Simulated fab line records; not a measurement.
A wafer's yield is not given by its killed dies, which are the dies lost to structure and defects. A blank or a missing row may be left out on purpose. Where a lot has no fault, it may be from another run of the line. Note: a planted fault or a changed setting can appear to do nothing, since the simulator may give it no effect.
Which tool did it? / flow gf180mcu / 15 lots, 45 wafers sampled, at 5 steps of a route of 602

WHAT THE GAUGES READ, wafer by wafer
GF_STI_THK_MEAS_30.
lot=L378; measured=day 2 13:55; on=film metro-01; STI_OXIDATION_02_THK (nm)=10.04 10.08 9.86
lot=L379; measured=day 2 18:57; on=film metro-02; STI_OXIDATION_02_THK (nm)=9.63 9.84 9.83
lot=L380; measured=day 2 21:52; on=film metro-03; STI_OXIDATION_02_THK (nm)=10.14 10.16 9.84
lot=L381; measured=day 3 04:34; on=film metro-03; STI_OXIDATION_02_THK (nm)=10.00 9.92 9.91
lot=L382; measured=day 3 11:19; on=film metro-02; STI_OXIDATION_02_THK (nm)=10.08 10.06 10.10
lot=L383; measured=day 3 17:52; on=film metro-03; STI_OXIDATION_02_THK (nm)=10.01 10.17 10.31
lot=L385; measured=day 4 02:37; on=film metro-02; STI_OXIDATION_02_THK (nm)=9.47 9.54 9.45
lot=L386; measured=day 4 05:47; on=film metro-02; STI_OXIDATION_02_THK (nm)=9.88 9.95 9.90
lot=L387; measured=day 4 10:24; on=film metro-02; STI_OXIDATION_02_THK (nm)=10.04 9.99 9.94
lot=L388; measured=day 4 18:42; on=film metro-02; STI_OXIDATION_02_THK (nm)=9.77 9.90 9.80
lot=L390; measured=day 5 03:16; on=film metro-03; STI_OXIDATION_02_THK (nm)=10.30 10.41 10.31
lot=L391; measured=day 5 07:49; on=film metro-02; STI_OXIDATION_02_THK (nm)=10.02 10.02 10.03
lot=L392; measured=day 5 11:29; on=film metro-01; STI_OXIDATION_02_THK (nm)=9.54 9.56 9.71
lot=L399; measured=day 7 00:21; on=film metro-01; STI_OXIDATION_02_THK (nm)=10.06 10.11 9.98
lot=L400; measured=day 7 07:09; on=film metro-02; STI_OXIDATION_02_THK (nm)=9.64 9.86 9.65

GF_LVPWELL_TW_MEAS_11.
lot=L378; measured=day 4 03:34; on=film metro-01; LVPWELL_TW=551 554 553
lot=L379; measured=day 4 09:18; on=film metro-04; LVPWELL_TW=552 555 558
lot=L380; measured=day 4 11:25; on=film metro-04; LVPWELL_TW=554 555 555
lot=L381; measured=day 4 19:22; on=film metro-01; LVPWELL_TW=552 553 554
lot=L382; measured=day 5 03:09; on=film metro-04; LVPWELL_TW=551 548 552
lot=L383; measured=day 5 11:16; on=film metro-01; LVPWELL_TW=550 547 550
lot=L385; measured=day 5 19:52; on=film metro-04; LVPWELL_TW=553 551 553
lot=L386; measured=day 5 23:40; on=film metro-03; LVPWELL_TW=555 558 554
lot=L387; measured=day 6 04:19; on=film metro-04; LVPWELL_TW=552 552 552
lot=L388; measured=day 6 13:46; on=film metro-03; LVPWELL_TW=558 556 558
lot=L390; measured=day 6 23:51; on=film metro-01; LVPWELL_TW=337 336 336
lot=L391; measured=day 7 04:57; on=film metro-04; LVPWELL_TW=335 336 336
lot=L392; measured=day 7 09:04; on=film metro-04; LVPWELL_TW=335 336 335
lot=L399; measured=day 9 01:04; on=film metro-01; LVPWELL_TW=550 551 552
lot=L400; measured=day 9 07:51; on=film metro-04; LVPWELL_TW=555 556 557

GF_VT_IMPLANT_RS_MEAS_48: a four-point-probe measurement.
lot=L378; measured=day 7 17:13; on=film metro-01; LVPWELL_RS (ohm/sq)=1196 1198 1198
lot=L379; measured=day 8 02:27; on=film metro-04; LVPWELL_RS (ohm/sq)=1201 1198 1200
lot=L380; measured=day 8 05:55; on=film metro-04; LVPWELL_RS (ohm/sq)=1202 1197 1202
lot=L381; measured=day 8 15:18; on=film metro-03; LVPWELL_RS (ohm/sq)=1196 1198 1199
lot=L382; measured=day 8 23:44; on=film metro-04; LVPWELL_RS (ohm/sq)=1193 1199 1195
lot=L383; measured=day 9 10:04; on=film metro-01; LVPWELL_RS (ohm/sq)=1197 1198 1197
lot=L385; measured=day 9 19:56; on=film metro-03; LVPWELL_RS (ohm/sq)=1191 1191 1193
lot=L386; measured=day 10 00:11; on=film metro-04; LVPWELL_RS (ohm/sq)=1197 1198 1200
lot=L387; measured=day 10 05:26; on=film metro-03; LVPWELL_RS (ohm/sq)=1197 1198 1196
lot=L388; measured=day 10 16:36; on=film metro-01; LVPWELL_RS (ohm/sq)=1194 1197 1196
lot=L390; measured=day 11 06:32; on=film metro-01; LVPWELL_RS (ohm/sq)=3824 3828 3835
lot=L391; measured=day 11 11:06; on=film metro-03; LVPWELL_RS (ohm/sq)=3819 3829 3824
lot=L392; measured=day 11 17:57; on=film metro-03; LVPWELL_RS (ohm/sq)=3823 3823 3813
lot=L399; measured=day 13 19:28; on=film metro-03; LVPWELL_RS (ohm/sq)=1198 1196 1198
lot=L400; measured=day 14 04:28; on=film metro-01; LVPWELL_RS (ohm/sq)=1195 1192 1191

WHAT TOOL EACH LOT RAN ON (gives the tool, then ch and the chambers of the sampled wafers, and finally the start)
lot=L378; GF_STI_STRIP_15=plasma asher-04 ch 0,1, day 2 09:01; GF_LVPWELL_IMPLANT_08=implanter-04 ch 0, day 4 03:11
lot=L379; GF_STI_STRIP_15=plasma asher-04 ch 0,1, day 2 11:52; GF_LVPWELL_IMPLANT_08=implanter-03 ch 0, day 4 08:54
lot=L380; GF_STI_STRIP_15=plasma asher-04 ch 0,1, day 2 17:18; GF_LVPWELL_IMPLANT_08=implanter-03 ch 0, day 4 11:02
lot=L381; GF_STI_STRIP_15=plasma asher-01 ch 0,1, day 2 21:34; GF_LVPWELL_IMPLANT_08=implanter-04 ch 0, day 4 18:58
lot=L382; GF_STI_STRIP_15=plasma asher-01 ch 0,1, day 3 03:22; GF_LVPWELL_IMPLANT_08=implanter-03 ch 0, day 5 02:45
lot=L383; GF_STI_STRIP_15=plasma asher-02 ch 0,1, day 3 08:29; GF_LVPWELL_IMPLANT_08=implanter-01 ch 0, day 5 10:52
lot=L385; GF_STI_STRIP_15=plasma asher-04 ch 0,1, day 3 20:35; GF_LVPWELL_IMPLANT_08=implanter-01 ch 0, day 5 19:29
lot=L386; GF_STI_STRIP_15=plasma asher-04 ch 0,1, day 4 00:41; GF_LVPWELL_IMPLANT_08=implanter-01 ch 0, day 5 23:18
lot=L387; GF_STI_STRIP_15=plasma asher-04 ch 0,1, day 4 04:07; GF_LVPWELL_IMPLANT_08=implanter-01 ch 0, day 6 03:55
lot=L388; GF_STI_STRIP_15=plasma asher-02 ch 0,1, day 4 14:28; GF_LVPWELL_IMPLANT_08=implanter-03 ch 0, day 6 13:23
lot=L390; GF_STI_STRIP_15=plasma asher-01 ch 0, day 4 20:16; GF_LVPWELL_IMPLANT_08=implanter-03, day 6 23:27
lot=L391; GF_STI_STRIP_15=plasma asher-01 ch 0,1, day 5 03:27; GF_LVPWELL_IMPLANT_08=implanter-03, day 7 04:33
lot=L392; GF_STI_STRIP_15=plasma asher-04 ch 0,1, day 5 06:26; GF_LVPWELL_IMPLANT_08=implanter-03, day 7 08:40
lot=L399; GF_STI_STRIP_15=plasma asher-01 ch 0,1, day 6 19:11; GF_LVPWELL_IMPLANT_08=implanter-04 ch 0, day 9 00:40
lot=L400; GF_STI_STRIP_15=plasma asher-04 ch 0,1, day 7 02:44; GF_LVPWELL_IMPLANT_08=implanter-04 ch 0, day 9 07:27
- GF_STI_STRIP_15: strips in O2/N2.
- GF_LVPWELL_IMPLANT_08

AS READ BY THE TOOLS THEMSELVES (means over the sampled wafers that have a number; for cases with no such wafer, the mark the record gives instead)
GF_STI_STRIP_15.
lot=L378; tool=plasma asher-04; drypump motor current A (A)=6.13; heater power w (W)=303; oes product au (a.u.)=0.383; strip time to endpoint s (s)=3.76
lot=L379; tool=plasma asher-04; drypump motor current A (A)=6.17; heater power w (W)=312; oes product au (a.u.)=0.385; strip time to endpoint s (s)=3.79
lot=L380; tool=plasma asher-04; drypump motor current A (A)=6.16; heater power w (W)=309; oes product au (a.u.)=0.382; strip time to endpoint s (s)=3.75
lot=L381; tool=plasma asher-01; drypump motor current A (A)=6.17; heater power w (W)=379; oes product au (a.u.)=0.384; strip time to endpoint s (s)=3.80
lot=L382; tool=plasma asher-01; drypump motor current A (A)=6.16; heater power w (W)=381; oes product au (a.u.)=0.386; strip time to endpoint s (s)=3.78
lot=L383; tool=plasma asher-02; drypump motor current A (A)=6.05; heater power w (W)=343; oes product au (a.u.)=0.381; strip time to endpoint s (s)=3.73
lot=L385; tool=plasma asher-04; drypump motor current A (A)=6.15; heater power w (W)=311; oes product au (a.u.)=0.388; strip time to endpoint s (s)=3.75
lot=L386; tool=plasma asher-04; drypump motor current A (A)=6.17; heater power w (W)=315; oes product au (a.u.)=0.382; strip time to endpoint s (s)=3.77
lot=L387; tool=plasma asher-04; drypump motor current A (A)=6.12; heater power w (W)=297; oes product au (a.u.)=0.386; strip time to endpoint s (s)=3.77
lot=L388; tool=plasma asher-02; drypump motor current A (A)=6.04; heater power w (W)=359; oes product au (a.u.)=0.387; strip time to endpoint s (s)=3.74
lot=L390; tool=plasma asher-01; drypump motor current A (A)=6.47; heater power w (W)=381; oes product au (a.u.)=0.392; strip time to endpoint s (s)=3.76
lot=L391; tool=plasma asher-01; drypump motor current A (A)=5.92; heater power w (W)=384; oes product au (a.u.)=0.386; strip time to endpoint s (s)=3.78
lot=L392; tool=plasma asher-04; drypump motor current A (A)=6.17; heater power w (W)=305; oes product au (a.u.)=0.382; strip time to endpoint s (s)=3.71
lot=L399; tool=plasma asher-01; drypump motor current A (A)=6.17; heater power w (W)=386; oes product au (a.u.)=0.383; strip time to endpoint s (s)=3.74
lot=L400; tool=plasma asher-04; drypump motor current A (A)=6.12; heater power w (W)=303; oes product au (a.u.)=0.387; strip time to endpoint s (s)=3.79

GF_LVPWELL_IMPLANT_08.
lot=L378; tool=implanter-04; beam energy keV=169.99; beam on s (s)=10.13
lot=L379; tool=implanter-03; beam energy keV=170.01; beam on s (s)=10.06
lot=L380; tool=implanter-03; beam energy keV=169.99; beam on s (s)=9.86
lot=L381; tool=implanter-04; beam energy keV=169.95; beam on s (s)=9.95
lot=L382; tool=implanter-03; beam energy keV=169.99; beam on s (s)=10.15
lot=L383; tool=implanter-01; beam energy keV=169.93; beam on s (s)=9.99
lot=L385; tool=implanter-01; beam energy keV=170.02; beam on s (s)=10.08
lot=L386; tool=implanter-01; beam energy keV=169.97; beam on s (s)=10.08
lot=L387; tool=implanter-01; beam energy keV=169.97; beam on s (s)=10.02
lot=L388; tool=implanter-03; beam energy keV=170.04; beam on s (s)=10.01
lot=L390; tool=implanter-03; beam energy keV=-; beam on s (s)=-
lot=L391; tool=implanter-03; beam energy keV=-; beam on s (s)=-
lot=L392; tool=implanter-03; beam energy keV=-; beam on s (s)=-
lot=L399; tool=implanter-04; beam energy keV=169.98; beam on s (s)=10.15
lot=L400; tool=implanter-04; beam energy keV=169.99; beam on s (s)=10.10

THE ANSWER, worked out from the rows above alone
Rule: the usual values come from the lots themselves. The widest of any qualifying gaps counts: lots, ordered by their means at a reading, are off when they make up no more than a third of the lots, leave a main group of 4 or more, and stand apart from it by 3 or more times the standard deviation of that group's means. A main group is skipped when, at the precision printed for the reading in the tables above, its means are all equal. Also off: a lot with no number at a reading for which 4 or more lots have one. Where the step has rows for the other lots, those lots are counted as sound. After the gauges, taken in route order, come the tools' own readings; for these a lot's mean is taken, as printed above. The first step at which some lot is off is used, and at that step the reading that is off furthest; a lot without a number counts as furthest.
Off: L390, L391, L392, seen at GF_LVPWELL_TW_MEAS_11 (LVPWELL_TW). For the main group the mean is 553 and the standard deviation 2.4.
A tool fits if, at a process step before that reading, it ran every lot that is off, and no sound lot after the first of them. Not tried: the gauges at GF_LVPWELL_TW_MEAS_11; whatever is off there is also off at GF_LVPWELL_IMPLANT_08, on other tools, and gauge error can't account for it. One fits: implanter-03 at GF_LVPWELL_IMPLANT_08. Its last sound lot is L388 (day 6 13:23), its first lot that is off L390 (day 6 23:27): a fault that began between those two fits.
Blank at GF_LVPWELL_IMPLANT_08 on the lots that are off, where sound lots have numbers: beam energy keV, beam on s.

WHAT THE SIMULATOR PUT IN
Beginning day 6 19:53, the whole step at GF_LVPWELL_IMPLANT_08 was skipped on implanter-03. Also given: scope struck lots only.
Struck lots among those shown: L390, L391, L392. The same result came from the rule above.
